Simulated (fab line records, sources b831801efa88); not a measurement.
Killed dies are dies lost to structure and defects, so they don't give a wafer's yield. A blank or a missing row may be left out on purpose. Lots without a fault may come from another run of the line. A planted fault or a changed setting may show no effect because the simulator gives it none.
One fault seen from 2 desks | flow gf180mcu | each desk has only its own numbers; what lay behind them comes last

THE TOOL OWNER'S DESK: implanter-03
The tool's own readings at GF_NSD_IMPLANT_09: means of the sampled wafers that have a number, for each lot that ran on this tool. A lot is out of limits, marked OUT, if its mean lies more than 4 standard deviations from the usual mean; the brackets give that distance.
Columns: A = beam_on_s at GF_NSD_IMPLANT_09, usual 19.2 s; B = dose_ions_cm2 at GF_NSD_IMPLANT_09, usual 4e+15; C = faraday_current_uA at GF_NSD_IMPLANT_09, usual 11456
lot  | first seen here | A               | B                       | C
L396 | day 14 06:55    | 18.0            | 4e+15                   | 12110
L398 | day 14 19:46    | 11.5 (-5.9) OUT | 3e+15 (-99 or more) OUT | 12025
L400 | day 15 08:49    | 11.8 (-5.7) OUT | 3e+15 (-99 or more) OUT | 11818
L408 | day 18 22:37    | 18.1            | 4e+15                   | 12100
L410 | day 20 05:53    | 18.2            | 4e+15                   | 11985
L412 | day 20 21:13    | 17.9            | 4e+15                   | 12212
L413 | day 21 06:04    | 18.3            | 4e+15                   | 11937
This desk's finding: out of limits on L398, L400; first on L398, day 14 19:46 (beam_on_s at GF_NSD_IMPLANT_09). In limits: L396, L408, L410, L412, L413.

THE METROLOGY DESK
What the gauges read, lot by lot, whatever tool the lot ran on: means of the sampled wafers that have a number. A lot is out of limits, marked OUT, if its mean lies more than 4 standard deviations from the usual mean; the brackets give that distance.
Columns: A = VT_IMPLANT_OVL at GF_VT_IMPLANT_OVL_MEAS_07, usual 0.0 nm; B = HV_LDD_CVD_54_THK at GF_HV_LDD_THK_MEAS_55, usual 9.99 nm; C = NSD_RS at GF_PSD_RS_MEAS_14, usual 46.13 ohm/sq
lot  | first seen here | A    | B     | C
L394 | day 5 21:22     | 1.0  | 10.01 | 46.07
L396 | day 6 06:44     | -0.8 | 10.13 | 46.20
L398 | day 6 19:50     | 0.7  | 9.80  | 49.71 (+43) OUT
L399 | day 7 00:56     | 0.9  | 10.07 | 46.08
L400 | day 7 06:07     | 2.3  | 9.94  | 49.76 (+43) OUT
L408 | day 9 15:02     | -0.8 | 9.98  | 46.26
L409 | day 10 01:47    | -2.2 | 9.78  | 46.07
L410 | day 10 14:49    | -0.9 | 10.01 | 46.07
L412 | day 11 05:16    | 1.1  | 10.03 | 46.11
L413 | day 11 05:55    | 0.4  | 10.13 | 46.14
L416 | day 11 16:11    | -0.3 | 10.12 | 46.21
L414 | day 11 16:35    | -0.9 | 9.94  | 46.13
This desk's finding: out of limits on L398, L400; first on L398, day 15 17:24 (NSD_RS at GF_PSD_RS_MEAS_14). In limits: L394, L396, L399, L408, L409, L410, L412, L413, L416, L414.

PUT TOGETHER
The tool owner's desk could have raised an alarm at day 14 19:46, on L398, L400.
The metrology desk could have raised an alarm at day 15 17:24, on L398, L400.
Of the lots named, all ran GF_NSD_IMPLANT_09 on implanter-03.

WHAT THE SIMULATOR HAD PUT IN
Process parameter drift: implanter-03, from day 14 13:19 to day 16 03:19, at GF_NSD_IMPLANT_09. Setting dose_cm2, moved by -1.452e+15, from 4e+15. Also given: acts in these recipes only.
Lots struck among those shown: L398, L400.
Hours from the fault's start to each desk's first reading out of limits: the tool owner's desk, 6; the metrology desk, 28.
